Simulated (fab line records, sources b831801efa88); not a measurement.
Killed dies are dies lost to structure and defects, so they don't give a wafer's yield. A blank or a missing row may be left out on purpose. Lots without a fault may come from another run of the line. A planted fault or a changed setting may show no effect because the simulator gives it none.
Which tool did it? | flow gf180mcu | 11 lots, 31 wafers sampled, at 8 steps of a route of 602

WHAT THE GAUGES READ, wafer by wafer
GF_STI_THK_MEAS_22. Usual: STI_OXIDATION_01_THK 15.02 nm, standard deviation 0.28.
lot  | measured    | on            | STI_OXIDATION_01_THK (nm) | flag
L542 | day 2 04:29 | film_metro-02 | 15.00 15.01 15.00         |
L543 | day 2 08:05 | film_metro-01 | 14.89 14.76 14.80         |
L544 | day 2 14:02 | film_metro-04 | 15.17 15.32 15.00         |
L545 | day 2 18:37 | film_metro-04 | 15.45 15.41 15.16         |
L546 | day 3 01:06 | film_metro-02 | 15.05 15.19 15.32         |
L547 | day 3 04:38 | film_metro-01 | 15.29 15.19 14.92         |
L549 | day 3 16:08 | film_metro-01 | 15.00 15.19 15.23         |
L556 | day 5 10:40 | film_metro-01 | 15.03                     |
L560 | day 6 01:07 | film_metro-04 | 15.45 15.42 15.34         |
L562 | day 6 10:37 | film_metro-04 | 15.28 15.29 15.13         |
L565 | day 7 02:02 | film_metro-01 | 14.53 14.52 14.49         |

GF_NWELL_TW_MEAS_11. Usual: NWELL_TW 1572, standard deviation 13.
lot  | measured    | on            | NWELL_TW       | flag
L542 | day 3 07:31 | film_metro-03 | 1545 1547 1543 |
L543 | day 3 12:08 | film_metro-04 | 1589 1575 1583 |
L544 | day 3 17:21 | film_metro-04 | 1588 1579 1590 |
L545 | day 3 22:18 | film_metro-02 | 1580 1579 1583 |
L546 | day 4 07:01 | film_metro-04 | 1579 1577 1577 |
L547 | day 4 09:51 | film_metro-02 | 1578 1590 1573 |
L549 | day 4 22:11 | film_metro-02 | 1583 1580 1589 |
L556 | day 6 12:17 | film_metro-02 | 1937 1940      | OFF
L560 | day 7 11:51 | film_metro-03 | 1562 1564 1554 |
L562 | day 7 21:05 | film_metro-03 | 1565 1559 1559 |
L565 | day 8 12:30 | film_metro-04 | 1570 1571 1581 |

GF_LVPWELL_TW_MEAS_11. Usual: LVPWELL_TW 558, standard deviation 4.6.
lot  | measured    | on            | LVPWELL_TW  | flag
L542 | day 3 19:40 | film_metro-03 | 550 550 551 |
L543 | day 4 01:29 | film_metro-02 | 564 566 566 |
L544 | day 4 07:05 | film_metro-03 | 550 553 551 |
L545 | day 4 11:26 | film_metro-04 | 564 562 564 |
L546 | day 4 20:57 | film_metro-03 | 553 556 555 |
L547 | day 4 23:53 | film_metro-04 | 560 557 559 |
L549 | day 5 12:42 | film_metro-03 | 553 553 552 |
L556 | day 7 03:58 | film_metro-02 | 1530 1538   | OFF
L560 | day 8 04:06 | film_metro-03 | 557 553 556 |
L562 | day 8 13:37 | film_metro-03 | 555 558 555 |
L565 | day 9 05:49 | film_metro-04 | 561 559 562 |

GF_MVSD_TW_MEAS_11. Usual: MVSD_TW 1573, standard deviation 13.
lot  | measured    | on            | MVSD_TW        | flag
L542 | day 4 09:31 | film_metro-02 | 1597 1576 1581 |
L543 | day 4 15:11 | film_metro-03 | 1555 1566 1566 |
L544 | day 4 21:17 | film_metro-03 | 1560 1562 1566 |
L545 | day 5 01:06 | film_metro-03 | 1562 1550 1548 |
L546 | day 5 11:16 | film_metro-02 | 1583 1591 1588 |
L547 | day 5 14:44 | film_metro-04 | 1587 1591 1596 |
L549 | day 6 03:27 | film_metro-03 | 1557 1556 1559 |
L556 | day 7 20:28 | film_metro-04 | 1932           | OFF
L560 | day 8 19:45 | film_metro-03 | 1564 1575 1568 |
L562 | day 9 06:30 | film_metro-02 | 1585 1582 1587 |
L565 | day 9 22:34 | film_metro-04 | 1589 1579 1583 |

WHICH TOOL RAN EACH LOT (tool, then ch and the chambers of the sampled wafers, then the start)
lot  | GF_DNWELL_COAT_02                | GF_DNWELL_STRIP_08                  | GF_LVPWELL_STRIP_10                 | GF_MVSD_STRIP_10
L542 | litho_track-01 ch 0, day 2 11:58 | plasma_asher-02 ch 0,1, day 2 18:39 | plasma_asher-01 ch 0,1, day 3 19:35 | plasma_asher-04 ch 0,1, day 4 09:26
L543 | litho_track-02 ch 0, day 2 17:07 | plasma_asher-01 ch 0,1, day 2 23:25 | plasma_asher-01 ch 0,1, day 4 01:23 | plasma_asher-02 ch 0,1, day 4 15:05
L544 | litho_track-01 ch 0, day 2 22:34 | plasma_asher-01 ch 0,1, day 3 04:34 | plasma_asher-02 ch 0,1, day 4 06:59 | plasma_asher-03 ch 0,1, day 4 21:11
L545 | litho_track-01 ch 0, day 3 02:46 | plasma_asher-02 ch 1, day 3 09:43   | plasma_asher-03 ch 0,1, day 4 11:20 | plasma_asher-03 ch 0,1, day 5 01:00
L546 | litho_track-01 ch 0, day 3 11:11 | plasma_asher-01 ch 0,1, day 3 17:25 | plasma_asher-02 ch 0,1, day 4 20:50 | plasma_asher-03 ch 0,1, day 5 11:09
L547 | litho_track-01 ch 0, day 3 13:19 | plasma_asher-04 ch 0,1, day 3 19:46 | plasma_asher-02 ch 0,1, day 4 23:47 | plasma_asher-02 ch 0,1, day 5 14:35
L549 | litho_track-01 ch 0, day 4 01:25 | plasma_asher-01 ch 0,1, day 4 08:37 | plasma_asher-01 ch 0,1, day 5 12:36 | plasma_asher-04 ch 1, day 6 03:21
L556 | litho_track-02 ch 0, day 5 14:05 | plasma_asher-01 ch 1, day 5 20:33   | plasma_asher-03 ch 0, day 7 03:53   | plasma_asher-03 ch 1, day 7 20:20
L560 | litho_track-04 ch 0, day 6 11:07 | plasma_asher-02 ch 0,1, day 6 19:22 | plasma_asher-02 ch 0,1, day 8 04:00 | plasma_asher-04 ch 0,1, day 8 19:39
L562 | litho_track-01 ch 0, day 6 20:47 | plasma_asher-02 ch 0,1, day 7 04:28 | plasma_asher-01 ch 0,1, day 8 13:30 | plasma_asher-03 ch 1, day 9 06:23
L565 | litho_track-01 ch 0, day 7 12:23 | plasma_asher-02 ch 0,1, day 7 20:28 | plasma_asher-02 ch 0,1, day 9 05:41 | plasma_asher-03 ch 0,1, day 9 22:27
- GF_DNWELL_COAT_02: resist thk 3000 nm.
- GF_DNWELL_STRIP_08: strips in O2/N2.
- GF_LVPWELL_STRIP_10: strips in O2/N2.
- GF_MVSD_STRIP_10: strips in O2/N2.

WHAT THE TOOLS THEMSELVES READ (means of the sampled wafers that have a number; where no wafer has one, the mark that the record gives instead)
GF_DNWELL_COAT_02. Usual: chill_plate_temp_C 23.00 C, standard deviation 0.14.
lot  | tool           | chill_plate_temp_C (C) | flag
L542 | litho_track-01 | 23.07                  |
L543 | litho_track-02 | 23.03                  |
L544 | litho_track-01 | 23.16                  |
L545 | litho_track-01 | 22.83                  |
L546 | litho_track-01 | 22.90                  |
L547 | litho_track-01 | 23.01                  |
L549 | litho_track-01 | 22.80                  |
L556 | litho_track-02 | 23.16                  |
L560 | litho_track-04 | 23.18                  |
L562 | litho_track-01 | 22.90                  |
L565 | litho_track-01 | 23.04                  |

GF_DNWELL_STRIP_08. Usual: drypump_motor_current_A 5.58 A, standard deviation 0.2; heater_power_w 321 W, standard deviation 7.5; oes_product_au 0.722 a.u., standard deviation 0.0043; strip_time_to_endpoint_s 37.00 s, standard deviation 0.095.
lot  | tool            | drypump_motor_current_A (A) | heater_power_w (W) | oes_product_au (a.u.) | strip_time_to_endpoint_s (s) | flag
L542 | plasma_asher-02 | 5.76                        | 326                | 0.718                 | 37.11                        |
L543 | plasma_asher-01 | 5.44                        | 315                | 0.720                 | 36.97                        |
L544 | plasma_asher-01 | 5.46                        | 313                | 0.718                 | 36.98                        |
L545 | plasma_asher-02 | 5.83                        | 327                | 0.725                 | 37.17                        |
L546 | plasma_asher-01 | 5.47                        | 311                | 0.722                 | 36.86                        |
L547 | plasma_asher-04 | 5.46                        | 330                | 0.722                 | 37.09                        |
L549 | plasma_asher-01 | 5.46                        | 319                | 0.721                 | 37.04                        |
L556 | plasma_asher-01 | 5.29                        | 322                | 0.715                 | 16.52                        | OFF
L560 | plasma_asher-02 | 5.72                        | 329                | 0.723                 | 37.04                        |
L562 | plasma_asher-02 | 5.73                        | 322                | 0.723                 | 36.95                        |
L565 | plasma_asher-02 | 5.63                        | 322                | 0.728                 | 36.80                        |

GF_LVPWELL_STRIP_10. Usual: drypump_motor_current_A 5.7 A, standard deviation 0.32; heater_power_w 325 W, standard deviation 8.6; oes_product_au 0.723 a.u., standard deviation 0.0048; strip_time_to_endpoint_s 36.96 s, standard deviation 0.1.
lot  | tool            | drypump_motor_current_A (A) | heater_power_w (W) | oes_product_au (a.u.) | strip_time_to_endpoint_s (s) | flag
L542 | plasma_asher-01 | 5.4                         | 317                | 0.726                 | 37.09                        |
L543 | plasma_asher-01 | 5.4                         | 322                | 0.728                 | 36.88                        |
L544 | plasma_asher-02 | 5.7                         | 324                | 0.725                 | 37.02                        |
L545 | plasma_asher-03 | 5.7                         | 331                | 0.725                 | 37.11                        |
L546 | plasma_asher-02 | 5.6                         | 322                | 0.722                 | 36.86                        |
L547 | plasma_asher-02 | 5.7                         | 323                | 0.721                 | 37.13                        |
L549 | plasma_asher-01 | 5.4                         | 313                | 0.719                 | 36.88                        |
L556 | plasma_asher-03 | 5.4                         | 327                | 0.734                 | 37.04                        |
L560 | plasma_asher-02 | 5.7                         | 323                | 0.726                 | 36.96                        |
L562 | plasma_asher-01 | 5.4                         | 320                | 0.723                 | 37.06                        |
L565 | plasma_asher-02 | 5.6                         | 323                | 0.721                 | 37.02                        |

GF_MVSD_STRIP_10. Usual: drypump_motor_current_A 5.7 A, standard deviation 0.35; heater_power_w 328 W, standard deviation 7.2; oes_product_au 0.722 a.u., standard deviation 0.0044; strip_time_to_endpoint_s 36.97 s, standard deviation 0.091.
lot  | tool            | drypump_motor_current_A (A) | heater_power_w (W) | oes_product_au (a.u.) | strip_time_to_endpoint_s (s) | flag
L542 | plasma_asher-04 | 5.5                         | 330                | 0.720                 | 37.07                        |
L543 | plasma_asher-02 | 5.8                         | 322                | 0.718                 | 37.04                        |
L544 | plasma_asher-03 | 6.0                         | 329                | 0.720                 | 37.00                        |
L545 | plasma_asher-03 | 5.7                         | 332                | 0.720                 | 37.07                        |
L546 | plasma_asher-03 | 5.9                         | 333                | 0.721                 | 37.03                        |
L547 | plasma_asher-02 | 5.7                         | 320                | 0.722                 | 36.94                        |
L549 | plasma_asher-04 | 5.6                         | 337                | 0.726                 | 36.89                        |
L556 | plasma_asher-03 | 6.2                         | 341                | 0.722                 | 36.99                        |
L560 | plasma_asher-04 | 5.4                         | 335                | 0.718                 | 37.03                        |
L562 | plasma_asher-03 | 6.2                         | 326                | 0.723                 | 36.95                        |
L565 | plasma_asher-03 | 5.7                         | 330                | 0.724                 | 36.97                        |

THE ANSWER, worked out from the rows above alone
Rule: a lot is off if the mean of its wafers that have a number lies more than 3 standard deviations from the usual mean. A lot without any number at a reading at which 4 lots or more have one is off too. The other lots that the step has rows for count as sound. The gauges are gone through in route order, then the tools' own readings, and for those a lot's mean is taken as printed above. The first step at which some lot is off is used, and at that step the reading that is off furthest; a lot without a number counts as furthest.
Off: L556, at GF_NWELL_TW_MEAS_11 (NWELL_TW).
A tool fits if, at a process step before that reading, it ran every lot that is off, and no sound lot after the first of them. The gauges at GF_NWELL_TW_MEAS_11 aren't tried: what is off there is off at GF_MVSD_TW_MEAS_11 too, on other tools, and a gauge's error can't cause that. Can't be told from this: 2 tools fit, litho_track-02 at GF_DNWELL_COAT_02, plasma_asher-01 at GF_DNWELL_STRIP_08.

WHAT THE SIMULATOR HAD PUT IN
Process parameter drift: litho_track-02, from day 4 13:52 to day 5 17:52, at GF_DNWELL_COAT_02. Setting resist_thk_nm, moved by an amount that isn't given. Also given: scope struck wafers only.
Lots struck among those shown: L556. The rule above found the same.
